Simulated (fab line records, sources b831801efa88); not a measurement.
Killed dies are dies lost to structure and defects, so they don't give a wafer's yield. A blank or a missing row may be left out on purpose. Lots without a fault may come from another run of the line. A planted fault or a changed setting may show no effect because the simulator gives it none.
fab line records | flow sky130
record lots=6 wafers=18 last_day=50
route steps=708 shown LDD_N@240 PAD_OPEN@708
lots that met no fault: from a run of the same line without faults
start_h: hours from the record's first day to the start of the lot's first wafer shown | wait_h: hours since the lot's step before | " the same as in the row above | L1.1+2: a row that stands for several wafers | - no value, or no start given | * or withheld: withheld | < > ~ a bound
route shown NAME@n: a module of which the file shows steps, and the number in the route of the first | usual: mean/standard deviation of fault-free wafers | same: alike in all rows | chamber/n: place in a boat | sites: the reading at each site | _std_site: their standard deviation | _edge_site: outer sites' mean less inner sites' | radius_mm: how far each site lies from the wafer's centre | mask NAME#n: copy n | behind: the tool/chamber that last shaped the wafer | hold: why the lot was held/for how many hours/how that ended | device: the transistor (n, p or np) that didn't switch | end of line: the same wafers' tests at the end of the route | a step without rows: its recipe alone | killed: dies lost to structure and defects at the first sort, not the wafer's yield | map: a wafer's dies, x killed, . not, _ none there
set.NAME: the setting as run; set.NAME@STEP: as run at that earlier step | model.NAME: the simulator's own value behind a step, which no gauge read
lots at some steps of the route; a table a step, a row a wafer
services: from which hour (start_h, from the record's first day; less than 0 if before it) a tool's chamber was out of use, for how many hours, and why
## steps
# step SKY_LDD_N_SOFTBAKE_03
# recipe temp_c=90 time_s=60 resist=NOVOLAK
# step SKY_LDD_N_EXPOSE_04
# recipe mask_id=NTM target_cd_nm=840 na=0.6 source_shape=conventional sigma_outer=0.6 dose_mj=110
# step SKY_LDD_N_PEB_05
# recipe temp_c=withheld time_s=* resist=NOVOLAK
# step SKY_LDD_N_DEVELOP_06
# recipe develop_time_s=60 dev_temp_c=23
# step SKY_LDD_N_OVL_MEAS_07
# usual LDD_N_OVL=0.0/1.5
# columns lot.wafer tool chamber start_h wait_h LDD_N_OVL[nm]
L465.1 overlay-02 - 421.75 0.1 1.0
L465.4 " - " " 0.2
L465.5 " - " " 0.4
L467.4 overlay-02 - 446.11 0.1 0.6
L467.5 " - " " -0.1
L467.6 " - " " 0.0
L475.1 overlay-01 - 506.84 0.1 0.3
L475.3 " - " " 0.5
L475.4 " - " " -2.5
L477.2 overlay-02 - 528.04 0.1 -1.4
L477.4 " - " " -1.3
L477.5 " - " " -0.3
L485.1 overlay-01 - 593.65 0.1 4.4
L485.2 " - " " 2.0
L485.3 " - " " 2.4
L486.1 overlay-02 - 602.15 0.1 -0.6
L486.2 " - " " 1.2
L486.3 " - " " -1.1
# step SKY_LDD_N_IMPLANT_08
# recipe species=As energy_kev=20 dose_cm2=7.5e+13 tilt_deg=withheld rotation_deg=23
# step SKY_LDD_N_IMPLANT_09
# recipe species=As energy_kev=20 dose_cm2=7.5e+13 tilt_deg=withheld rotation_deg=113
# step SKY_LDD_N_IMPLANT_10
# recipe species=As energy_kev=20 dose_cm2=7.5e+13 tilt_deg=withheld rotation_deg=203
# step SKY_LDD_N_IMPLANT_11
# recipe species=As energy_kev=20 dose_cm2=7.5e+13 tilt_deg=withheld rotation_deg=293
# step SKY_LDD_N_IMPLANT_12
# recipe species=BF2 energy_kev=50 dose_cm2=5e+12 tilt_deg=30 rotation_deg=0
# step SKY_LDD_N_IMPLANT_13
# recipe species=BF2 energy_kev=50 dose_cm2=5e+12 tilt_deg=30 rotation_deg=90
# step SKY_LDD_N_IMPLANT_14
# recipe species=BF2 energy_kev=50 dose_cm2=5e+12 tilt_deg=30 rotation_deg=180
# step SKY_LDD_N_IMPLANT_15
# recipe species=BF2 energy_kev=50 dose_cm2=5e+12 tilt_deg=30 rotation_deg=270
# usual dose_ions_cm2=4.999e+12/5.3e+09 faraday_current_uA=28.2/0.54
# columns lot.wafer tool chamber start_h wait_h dose_ions_cm2 faraday_current_uA
L465.1 implanter-04 0 422.84 0.1 5e+12 28.4
L465.4 " 0 " " 5.004e+12 28.2
L465.5 " 0 " " 4.998e+12 27.5
L467.4 implanter-01 0 447.25 0.1 4.996e+12 28.3
L467.5 " 0 " " 4.999e+12 29.1
L467.6 " 0 " " 5e+12 27.0
L475.1 implanter-01 0 507.92 0.1 3.299e+12 19.0
L475.3 " 0 " " 3.316e+12 18.9
L475.4 " 0 " " 3.306e+12 19.4
L477.2 implanter-01 0 529.15 0.1 3.308e+12 18.6
L477.4 " 0 " " 3.307e+12 18.7
L477.5 " 0 " " 3.303e+12 17.9
L485.1 implanter-04 0 594.74 0.1 4.994e+12 28.2
L485.2 " 0 " " 4.996e+12 27.7
L485.3 " 0 " " 5.005e+12 27.6
L486.1 implanter-03 0 603.24 0.1 4.99e+12 28.7
L486.2 " 0 " " 5e+12 28.7
L486.3 " 0 " " 5.006e+12 28.3
# step SKY_LDD_N_STRIP_16
# recipe chemistry=O2/N2 power_w=1400 pressure_mtorr=1500 platen_temp_c=withheld o2_flow_sccm=3000 n2_flow_sccm=300 overash_fraction=0.5
# usual chamber_pressure_mTorr=1499.9/1.3 drypump_motor_current_A=5.7/0.46 oes_product_au=0.406/0.0044 strip_time_to_endpoint_s=4.308/0.014
# columns lot.wafer tool chamber start_h wait_h chamber_pressure_mTorr drypump_motor_current_A oes_product_au rf_hours_counter_h strip_time_to_endpoint_s
L465.1 plasma_asher-01 0 423.02 0.2 1498.7 5.3 0.407 65 4.292
L465.4 " 1 " " 1501.3 5.4 0.410 - 4.282
L465.5 " 0 " " 1501.7 5.3 0.402 - 4.272
L467.4 plasma_asher-01 1 447.36 0.1 1501.7 5.4 0.399 - 4.315
L467.5 " 1 " " 1500.2 5.4 0.405 - 4.316
L467.6 " 0 " " 1501.5 5.2 0.400 - 4.337
L475.1 plasma_asher-03 1 508.07 0.1 1500.7 6.7 0.406 7 4.273
L475.3 " 0 " " 1500.9 5.7 0.407 - 4.321
L475.4 " 1 " " 1500.3 6.7 0.399 - 4.318
L477.2 plasma_asher-01 0 529.27 0.1 1498.6 5.2 0.407 76 4.300
L477.4 " 0 " " 1501.1 5.2 0.402 - 4.316
L477.5 " 1 " " 1501.3 5.4 0.401 - 4.326
L485.1 plasma_asher-01 0 594.89 0.1 1501.6 5.2 0.408 83 4.306
L485.2 " 1 " " 1499.0 5.4 0.397 83 4.319
L485.3 " 0 " " 1501.7 5.2 0.407 - 4.302
L486.1 plasma_asher-03 1 603.39 0.1 1502.2 6.7 0.411 17 4.314
L486.2 " 0 " " 1500.3 5.7 0.406 17 4.305
L486.3 " 0 " " 1500.6 5.7 0.410 - 4.290
# step SKY_PAD_OPEN_PROBE_99
# usual killed_at_M0_to_M3=42/7 killed_at_M4_up=3.2/1.6 killed_at_contacts=24/5.8 killed_at_front_end=16/4.3 killed_at_other=0.3/0.62 killed_dies=86/9.5 killed_open=46/6.4 killed_short=39/6.3
# same gross_dies=492 killed_at_back_side=0
# columns lot.wafer tool chamber start_h wait_h killed_at_M0_to_M3 killed_at_M4_up killed_at_contacts killed_at_front_end killed_at_other killed_dies killed_open killed_short model.etest.nfet_01v8_turned.vt_sat_v
L465.1 prober-02 - 1092.06 0.1 38 3 16 17 0 74 38 35 0.6492
L465.4 prober-02 - 1092.21 0.2 52 2 25 14 1 94 53 41 0.6437
L465.5 prober-02 - 1092.26 0.2 53 0 20 18 0 91 54 37 0.6451
L467.4 prober-02 - 1107.56 0.2 50 1 15 19 1 86 54 31 0.655
L467.5 prober-02 - 1107.61 0.2 39 3 25 17 0 84 47 36 0.6666
L467.6 prober-02 - 1107.66 0.2 48 4 12 14 3 81 44 34 0.655
L475.1 prober-02 - 1147.97 0.1 40 4 30 20 0 94 51 43 0.6206
L475.3 prober-02 - 1148.07 0.2 49 1 27 16 0 93 53 39 0.6249
L475.4 prober-02 - 1148.12 0.2 30 7 23 18 0 78 45 33 0.6266
L477.2 prober-02 - 1160.31 0.1 32 5 41 14 1 93 45 44 0.6384
L477.4 prober-02 - 1160.41 0.2 50 3 25 15 0 93 52 38 0.6451
L477.5 prober-02 - 1160.46 0.2 44 0 36 16 0 96 55 38 0.6322
L485.1 prober-02 - 1195.82 0.1 31 5 35 15 2 88 45 42 0.675
L485.2 prober-02 - 1195.87 0.1 39 4 10 14 0 67 37 29 0.6775
L485.3 prober-02 - 1195.92 0.2 30 3 26 19 0 78 47 30 0.6736
L486.1 prober-01 - 1200.81 0.1 50 3 19 16 0 88 47 41 0.6445
L486.2 prober-01 - 1200.86 0.1 46 6 17 22 0 91 44 47 0.6517
L486.3 prober-01 - 1200.91 0.2 44 5 25 10 0 84 43 41 0.6486
# killed by level:class
L465.1 VIA2:geometric_particle:open=10 POLY_GATE:geometric_particle:short=8 POLY_GATE:geometric_particle:open=6 CONTACT:geometric_particle:open=6 VIA1:geometric_particle:open=6 VIA1:geometric_particle:short=4 VIA3:geometric_particle:open=4 LOCAL_INTERCONNECT:geometric_particle:short=3
L465.4 VIA1:geometric_particle:open=14 VIA2:geometric_particle:open=8 VIA3:geometric_particle:open=8 CONTACT:geometric_particle:open=6 VIA1:geometric_particle:short=6 POLY_GATE:geometric_particle:open=5 LI_CONTACT:geometric_particle:open=5 METAL1:geometric_particle:short=5
L465.5 VIA3:geometric_particle:open=12 VIA1:geometric_particle:open=11 VIA2:geometric_particle:open=9 CONTACT:geometric_particle:open=7 FIELD_ISO:geometric_particle:short=5 POLY_GATE:geometric_particle:short=5 LI_CONTACT:geometric_particle:open=5 METAL1:geometric_particle:short=5
L467.4 VIA1:geometric_particle:open=11 VIA2:geometric_particle:open=11 CONTACT:geometric_particle:open=7 POLY_GATE:geometric_particle:open=6 FIELD_ISO:geometric_particle:open=5 METAL1:geometric_particle:short=5 VIA1:geometric_particle:short=5 VIA3:geometric_particle:open=5
L467.5 VIA1:geometric_particle:open=16 LOCAL_INTERCONNECT:geometric_particle:short=9 VIA3:geometric_particle:open=8 FIELD_ISO:geometric_particle:short=7 LI_CONTACT:geometric_particle:open=6 CONTACT:geometric_particle:open=5 FIELD_ISO:geometric_particle:open=4 CONTACT:geometric_particle:short=4
L467.6 VIA1:geometric_particle:open=7 VIA3:geometric_particle:open=7 CONTACT:geometric_particle:open=6 VIA2:geometric_particle:open=6 METAL1:geometric_particle:short=4 METAL2:geometric_particle:short=4 METAL2:coat_microbubble_printed=3 FIELD_ISO:geometric_particle:open=3
L475.1 VIA1:geometric_particle:open=13 CONTACT:geometric_particle:open=11 LI_CONTACT:geometric_particle:open=8 POLY_GATE:geometric_particle:short=7 VIA2:geometric_particle:open=7 VIA1:geometric_particle:short=6 LOCAL_INTERCONNECT:geometric_particle:short=5 CONTACT:geometric_particle:short=5
L475.3 VIA1:geometric_particle:open=12 CONTACT:geometric_particle:short=11 VIA3:geometric_particle:open=11 VIA2:geometric_particle:open=7 CONTACT:geometric_particle:open=7 METAL1:geometric_particle:short=5 VIA1:geometric_particle:short=5 FIELD_ISO:geometric_particle:open=4
L475.4 CONTACT:geometric_particle:open=10 LI_CONTACT:geometric_particle:open=7 VIA1:geometric_particle:open=6 VIA2:geometric_particle:open=6 POLY_GATE:geometric_particle:open=5 METAL1:geometric_particle:short=5 VIA1:geometric_particle:short=4 METAL4:geometric_particle:short=4
L477.2 CONTACT:geometric_particle:open=17 CONTACT:geometric_particle:short=8 VIA1:geometric_particle:short=8 VIA1:geometric_particle:open=6 LOCAL_INTERCONNECT:geometric_particle:short=5 VIA3:geometric_particle:open=5 LI_CONTACT:geometric_particle:open=4 METAL4:geometric_particle:short=4
L477.4 VIA1:geometric_particle:open=16 CONTACT:geometric_particle:open=10 METAL1:geometric_particle:short=8 POLY_GATE:geometric_particle:open=5 VIA2:geometric_particle:open=5 VIA3:geometric_particle:open=5 LI_CONTACT:geometric_particle:short=4 METAL3:geometric_particle:short=4
L477.5 VIA1:geometric_particle:open=11 CONTACT:geometric_particle:open=9 CONTACT:geometric_particle:short=9 VIA3:geometric_particle:open=9 LI_CONTACT:geometric_particle:open=8 VIA2:geometric_particle:open=8 METAL2:geometric_particle:short=6 POLY_GATE:geometric_particle:short=4
L485.1 CONTACT:geometric_particle:open=11 LI_CONTACT:geometric_particle:open=9 LOCAL_INTERCONNECT:geometric_particle:short=8 VIA2:geometric_particle:open=7 METAL1:geometric_particle:short=5 VIA3:geometric_particle:open=5 LI_CONTACT:geometric_particle:short=4 METAL2:geometric_particle:short=4
L485.2 VIA2:geometric_particle:open=9 POLY_GATE:geometric_particle:open=7 METAL1:geometric_particle:short=7 VIA1:geometric_particle:open=6 CONTACT:geometric_particle:open=5 VIA3:geometric_particle:open=5 METAL4:geometric_particle:short=4 FIELD_ISO:geometric_particle:short=3
L485.3 VIA2:geometric_particle:open=10 LI_CONTACT:geometric_particle:open=8 FIELD_ISO:geometric_particle:open=6 CONTACT:geometric_particle:short=6 LOCAL_INTERCONNECT:geometric_particle:short=5 CONTACT:geometric_particle:open=5 VIA1:geometric_particle:open=5 VIA3:geometric_particle:open=5
L486.1 VIA2:geometric_particle:open=8 VIA1:geometric_particle:open=8 METAL2:geometric_particle:short=6 VIA1:geometric_particle:short=6 METAL1:geometric_particle:short=5 LI_CONTACT:geometric_particle:open=5 CONTACT:geometric_particle:open=5 CONTACT:geometric_particle:short=5
L486.2 METAL2:geometric_particle:short=13 VIA3:geometric_particle:open=8 CONTACT:geometric_particle:open=6 FIELD_ISO:geometric_particle:short=5 VIA1:geometric_particle:open=5 POLY_GATE:geometric_particle:short=5 LI_CONTACT:geometric_particle:open=5 FIELD_ISO:geometric_particle:open=4
L486.3 VIA1:geometric_particle:open=13 CONTACT:geometric_particle:open=11 CONTACT:geometric_particle:short=6 VIA3:geometric_particle:open=6 METAL1:geometric_particle:short=5 VIA1:geometric_particle:short=5 METAL4:geometric_particle:short=5 LOCAL_INTERCONNECT:geometric_particle:short=4
## services
# columns tool chamber start_h hours kind
plasma_asher-03 - 421.25 9.0 pm
plasma_asher-03 0 421.25 9.0 vent_cycle
plasma_asher-03 1 421.25 9.0 vent_cycle
plasma_asher-03 0 430.25 - clean
plasma_asher-03 1 430.25 - clean
implanter-03 - 432.95 3.3 pm
implanter-04 - 442.53 3.9 pm
plasma_asher-03 - 447.05 6.5 repair
implanter-01 - 447.32 2.3 pm
implanter-03 - 486.16 1.9 repair
plasma_asher-01 - 498.21 5.3 repair
implanter-01 - 501.57 2.8 repair
implanter-04 - 587.52 1.5 repair
## key
first_sign step=SKY_LDD_N_IMPLANT_15 reading=dose_ions_cm2 direction=down sigmas=99+ usual=* struck=*
effect step=SKY_LDD_N_IMPLANT_15 reading=faraday_current_uA direction=down sigmas=17 usual=28.2 struck=18.7
model_effect step=SKY_PAD_OPEN_PROBE_99 value=etest.nfet_01v8_turned.vt_sat_v without=0.6533 struck=0.6313
met_at SKY_LDD_N_IMPLANT_15
struck_wafers L475.1,L475.3,L475.4,L477.2,L477.4,L477.5
tester_left_out L475,L477
onset_between 447.25 507.92
fault kind=process_parameter_drift tool=implanter-01 chamber=- onset_h=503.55 steps=SKY_LDD_N_IMPLANT_15 channel=dose_cm2 offset=* shape=step end_h=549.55 acts_in=* stated=*
# tester_left_out: of these lots the tester's yield and bins aren't shown, on N5 and GAA mostly nor the transistor test; their killed dies are dies lost to structure and defects alone, not to doping, threshold or leakage, so they don't give the yield
